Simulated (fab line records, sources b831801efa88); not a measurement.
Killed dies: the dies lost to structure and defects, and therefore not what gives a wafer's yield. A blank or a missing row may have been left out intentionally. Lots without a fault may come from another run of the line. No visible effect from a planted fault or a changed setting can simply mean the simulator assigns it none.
A struck lot beside a sound one :: flow sky130 :: 16 out of 708 route steps
Sound: the wafers L528.1, L528.5, L528.6. Wafers struck: L533.1, L533.3, L533.5. The cause comes at the end.
Order at every step that has rows: each side's tool, ch and its chambers, its first start. Under that, the readings that differ: sound wafers :: struck wafers :: difference of the means :: sigmas: that difference in standard deviations of wafers without a fault.
alike: a reading whose means differ by less than 2 such deviations, as well as words and numbers matching on both sides. not compared: withheld readings; readings where some wafer has no value; bounds like >300 that might hide an equal value; numbers whose values overlap and for which the record gives no deviation.
A row with sigmas, a row that says differs or no value, or rows on one side alone: a step with any of these is where the two part. When numbers do not overlap yet have no deviation, they are printed without sigmas and do not part them. A reading that every wafer of one side lacks parts them only if that side has two wafers or more.

first, 5 steps without rows for these wafers: SKY_SONOS_TUNNEL_COAT_02 (resist thk 1140 nm); SKY_SONOS_TUNNEL_SOFTBAKE_03 (time 60 s); SKY_SONOS_TUNNEL_EXPOSE_04 (exposes mask TUNM, target cd 410 nm); SKY_SONOS_TUNNEL_PEB_05; SKY_SONOS_TUNNEL_DEVELOP_06 (develop time 60 s).
SKY_SONOS_TUNNEL_CD_MEAS_07 targets a cd of 410 nm.
  sound on cd-sem-02 at day 11 16:13; struck on cd-sem-01 at day 13 07:25
  alike: cd-nm
SKY_SONOS_TUNNEL_OVL_MEAS_08:
  sound on overlay-02 at day 11 16:20; struck on overlay-02 at day 13 07:32
  alike: SONOS_TUNNEL_OVL
then, 3 steps without rows for these wafers: SKY_SONOS_TUNNEL_IMPLANT_09; SKY_SONOS_TUNNEL_WET_ETCH_10 (etches SiO2 in dHF, target depth 14 nm, time 280 s); SKY_SONOS_TUNNEL_STRIP_11 (strips in SPM, time 600 s).
SKY_SONOS_TUNNEL_TW_MEAS_12:
  sound on film-metro-03 at day 11 16:47; struck on film-metro-03 at day 13 07:59
  alike: SONOS_TUNNEL_TW
then, 1 step without rows for these wafers: SKY_SONOS_TUNNEL_CLEAN_13 (cleans in dHF, time 20 s).
SKY_SONOS_ONO_OXIDATION_00: stabilise 600 s, purge 300 s, target thk 2.6 nm.
  sound on furnace-02 ch 0, day 11 17:50; struck on furnace-02 ch 0, day 13 10:08
reading: spike-tc-centre-C (C)
sound: 801.7 800.9 802.9
struck: 796.8 796.0 797.9
difference: -4.9
sigmas: -5

reading: spike-tc-top-C (C)
sound: 810.8 811.3 812.3
struck: 807.6 805.4 805.0
difference: -5.5
sigmas: -5

reading: spike-tc-upper-C (C)
sound: 798.4 800.1 798.2
struck: 832.7 830.7 833.5
difference: +33.4
sigmas: +21

reading: zone-power-centre-pct (%)
sound: 13.5 13.6 13.6
struck: 9.0 8.9 8.9
difference: -4.6
sigmas: -3

reading: zone-power-top-pct (%)
sound: 26.2 26.4 26.3
struck: 19.9 19.9 20.0
difference: -6.4
sigmas: -9

reading: zone-power-upper-pct (%)
sound: 13.1 13.2 13.4
struck: 23.7 23.5 23.5
difference: +10.3
sigmas: +18

reading: model.SiO2_of_SONOS_ONO_OXIDATION_00.thk-nm (nm)
sound: 2.688 2.64 2.693
struck: 2.712 2.789 3.004
difference: +0.161
sigmas: 
SKY_SONOS_ONO_THK_MEAS_01:
  sound on film-metro-03 at day 11 19:11; struck on film-metro-01 at day 13 11:29
reading: SONOS_ONO_OXIDATION_THK (nm)
sound: 2.68 2.61 2.68
struck: 2.69 2.74 3.02
difference: +0.16
sigmas: +3
then, 1 step without rows for these wafers: SKY_SONOS_ONO_CVD_02 (deposits Si3N4 from DCS/NH3, target thk 10.5 nm, time 180 s).
-- the record jumps here: 34 days lie between the struck wafers' starts before and after (it left off in module SONOS_ONO and takes up again in module PAD_OPEN, whose first step shown is number 708 of the route) --
SKY_PAD_OPEN_PROBE_99:
  sound on prober-02 at day 45 21:46; struck on prober-01 at day 47 12:19
reading: killed-at-other
sound: 0 0 0
struck: 1 1 2
difference: +1
sigmas: +3

reading: model.etest.sonos-erased.vt-v (V)
sound: -2.225 -2.322 -2.245
struck: -2.206 -2.084 -1.751
difference: +0.250
sigmas: 
  alike: killed_at_M0_to_M3, killed_at_M4_up, killed-at-contacts, killed-at-front-end, killed-dies, killed-on-rim, killed-open, killed-short
  not compared: model.etest.sonos-erased.drive-ua-um, model.etest.cap-ono.gate-log10-a-cm2, model.etest.cap-ono.tox-acc-nm, model.etest.sonos-programmed.vt-v, model.etest.sonos-baked.vt-less-v

WHERE THEY PART
At SKY_SONOS_ONO_OXIDATION_00 first; at SKY_PAD_OPEN_PROBE_99 last (within this record only).

WHY: whatever the simulator had introduced
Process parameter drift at SKY_SONOS_ONO_OXIDATION_00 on furnace-02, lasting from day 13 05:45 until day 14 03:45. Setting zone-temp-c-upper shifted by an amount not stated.
